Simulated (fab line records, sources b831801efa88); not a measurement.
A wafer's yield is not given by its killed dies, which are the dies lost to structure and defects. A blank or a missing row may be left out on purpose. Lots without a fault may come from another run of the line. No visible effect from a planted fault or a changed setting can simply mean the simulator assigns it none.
The tool behind it: which one?	flow gf180mcu	12 lots, 36 wafers sampled, at 5 steps of a route of 602

## WHAT THE GAUGES SHOWED, per wafer
GF_MIM_THK_MEAS_11: measures by xrf.
lot	measured	on	MIM_ALCU_THK (nm)
L075	day 25 04:20	filmMetro-03	198.0 196.8 199.7
L077	day 26 08:48	filmMetro-02	199.7 203.0 202.5
L079	day 27 06:59	filmMetro-02	201.6 200.7 200.7
L080	day 27 14:01	filmMetro-01	201.6 202.2 199.6
L084	day 28 05:50	filmMetro-01	199.2 201.5 199.6
L085	day 28 19:21	filmMetro-01	202.4 204.8 203.9
L087	day 29 03:49	filmMetro-01	193.2 196.7 195.2
L089	day 30 03:54	filmMetro-03	198.4 198.0 200.0
L091	day 30 09:08	filmMetro-01	196.4 200.2 196.5
L093	day 31 02:43	filmMetro-02	198.2 197.0 196.1
L095	day 31 10:27	filmMetro-03	197.5 197.4 198.5
L097	day 31 20:19	filmMetro-02	200.6 198.6 200.0

## EACH LOT AND THE TOOL THAT RAN IT (in order: tool; ch and the chambers of the sampled wafers; start)
lot	GF_VT_IMPLANT_STRIP_20	GF_V2_ETCH_17	GF_V2_STRIP_18	GF_M3_SPUTTER_02
L075	plasmaAsher-01 ch 0,1, day 6 12:52	rieDiel-02 ch 1,2,3, day 20 22:14 or earlier	plasmaAsher-04 ch 0,1, day 20 22:14	pvdSputter-04, day 20 23:35
L077	plasmaAsher-04 ch 0,1, day 7 11:57	rieDiel-03 ch 2,3, day 22 07:25 or earlier	plasmaAsher-03 ch 0,1, day 22 07:25	pvdSputter-03, day 22 08:46
L079	plasmaAsher-04 ch 0,1, day 8 04:48	rieDiel-02 ch 1,2,3, day 23 07:08 or earlier	plasmaAsher-04 ch 0,1, day 23 07:08	pvdSputter-04, day 23 08:50
L080	plasmaAsher-03 ch 0,1, day 8 08:51	rieDiel-03 ch 2,3, day 23 15:35 or earlier	plasmaAsher-02 ch 0,1, day 23 15:35	pvdSputter-04, day 23 16:59
L084	plasmaAsher-04 ch 0,1, day 9 01:57	rieDiel-02 ch 0,1,2, day 24 09:49 or earlier	plasmaAsher-02 ch 0,1, day 24 09:49	pvdSputter-04, day 24 11:10
L085	plasmaAsher-01 ch 0,1, day 9 11:23	rieDiel-04 ch 0,2,3, day 24 23:35 or earlier	plasmaAsher-02 ch 0,1, day 24 23:35	pvdSputter-04, day 25 01:00
L087	plasmaAsher-04 ch 0,1, day 9 19:06	rieDiel-03 ch 0,2, day 25 11:08 or earlier	plasmaAsher-04 ch 0,1, day 25 11:08	pvdSputter-02, day 25 12:31
L089	plasmaAsher-03 ch 0,1, day 10 11:27	rieDiel-03 ch 0,1,2, day 26 13:20 or earlier	plasmaAsher-03 ch 0,1, day 26 13:20	pvdSputter-02, day 26 14:41
L091	plasmaAsher-01 ch 0,1, day 10 21:42	rieDiel-03 ch 0,2,3, day 26 17:02 or earlier	plasmaAsher-03 ch 0,1, day 26 17:02	pvdSputter-02, day 26 18:32
L093	plasmaAsher-04 ch 0,1, day 11 10:25	rieDiel-02 ch 0,1,3, day 27 13:10 or earlier	plasmaAsher-02 ch 0,1, day 27 13:10	pvdSputter-02, day 27 14:35
L095	plasmaAsher-03 ch 0,1, day 11 22:35	rieDiel-02 ch 0,1,3, day 27 19:40 or earlier	plasmaAsher-02 ch 0,1, day 27 19:40	pvdSputter-04, day 27 20:59
L097	plasmaAsher-03 ch 0,1, day 12 09:52	rieDiel-03 ch 0,2, day 28 10:08 or earlier	plasmaAsher-03 ch 0,1, day 28 10:08	pvdSputter-04, day 28 11:27
- GF_VT_IMPLANT_STRIP_20: strips in O2/N2.
- GF_V2_ETCH_17: etches SiO2 in C4F8/O2/Ar, stops on TiN, target depth 630 nm.
- GF_V2_STRIP_18: strips in O2/N2.
- GF_M3_SPUTTER_02: material AlCu, target thk 450 nm, time 23.9 s.

## THE ANSWER, worked out from the rows above alone
Rule: the usual values come from the lots themselves. The widest of any qualifying gaps counts: lots, ordered by their means at a reading, are off when they make up no more than a third of the lots, leave a main group of 4 or more, and stand apart from it by 3 or more times the standard deviation of that group's means. If all means in a main group match to the digits the tables above print for the reading, that group is not used. A lot without any number at a reading at which 4 lots or more have one is off too. All remaining lots with rows at the step are treated as sound.
No lot is off on any of the readings shown, so nothing can be concluded from this.

## WHAT THE SIMULATOR HAD INSERTED
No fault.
